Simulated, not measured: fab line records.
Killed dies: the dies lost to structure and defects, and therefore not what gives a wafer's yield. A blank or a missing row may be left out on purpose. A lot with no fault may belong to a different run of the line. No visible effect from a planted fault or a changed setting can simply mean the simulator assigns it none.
Matching of chambers	flow gf180mcu	GF_HV_LDD_ETCHBACK_58 on rie_diel-03: 4 sister chambers
The step etches Si3N4 in CH3F/O2, stops on SiO2, time 100 s, target depth 90 nm. 18 wafers are shown with their chamber, then 8 later ones without.

WAFERS PAIRED WITH THEIR CHAMBERS
wafer	chamber	bias_w (W)	oes_product_au (a.u.)	throttle_valve_pct (%)
L745.1	0	79.88	0.831	10.561
L745.4	1	80.05	0.836	10.575
L745.6	0	79.95	0.830	10.550
L748.1	1	79.90	0.834	10.549
L748.3	2	80.10	0.820	10.571
L748.4	2	79.75	0.820	10.564
L750.5	2	79.75	0.837	10.549
L750.6	3	79.45	0.837	10.556
L758.1	3	80.57	0.843	10.573
L758.5	0	80.06	0.840	10.568
L758.6	3	80.33	0.840	10.558
L761.3	1	80.08	0.826	10.572
L761.5	1	79.78	0.833	10.561
L761.6	0	80.41	0.834	10.556
L763.1	2	79.95	0.828	10.558
L763.2	3	80.42	0.826	10.557
L763.3	0	79.82	0.821	10.560
L766.1	2	80.14	0.842	10.564

SIGNATURES, as means of the wafers listed above
reading	chamber 0	chamber 1	chamber 2	chamber 3	scatter within a chamber
bias_w	80.0240	79.9525	79.9380	80.1925	0.29
oes_product_au	0.83120	0.83225	0.82940	0.83650	0.0076
throttle_valve_pct	10.55900	10.56425	10.56120	10.56100	0.0087
Rule: for a wafer and a chamber, the distance is found by dividing, reading by reading, the gap between the wafer's reading and the chamber's mean by the reading's scatter, squaring, summing and taking the root. The wafer belongs to the nearest chamber; if the next one is less than 2 further off, it can't be placed. The scatter: take each reading less its chamber's mean, square it, sum over the shown wafers, divide by the number of wafers less the number of chambers, and take the root.

WAFERS WITHOUT THEIR CHAMBER
wafer	bias_w (W)	oes_product_au (a.u.)	throttle_valve_pct (%)
L766.4	79.79	0.840	10.561
L766.6	80.13	0.837	10.566
L767.1	80.20	0.838	10.558
L767.2	79.93	0.837	10.561
L767.3	80.05	0.837	10.558
L768.1	79.99	0.836	10.554
L768.3	80.17	0.837	10.559
L768.4	79.94	0.838	10.579

WHICH CHAMBER EACH ONE RAN IN
wafer	from the rows above	in truth
L766.4	can't be placed: 1 or 0 or 3 or 2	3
L766.6	can't be placed: 3 or 1 or 0 or 2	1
L767.1	can't be placed: 3 or 0 or 1 or 2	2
L767.2	can't be placed: 1 or 0 or 3 or 2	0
L767.3	can't be placed: 3 or 0 or 1 or 2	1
L768.1	can't be placed: 0 or 3 or 2 or 1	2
L768.3	can't be placed: 3 or 0 or 1 or 2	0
L768.4	can't be placed: 1 or 3 or 2 or 0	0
Correctly placed: 0 of 8. Can't be placed from these rows: 8 (the true chamber is among the candidates in 8). 0 placed wrongly.
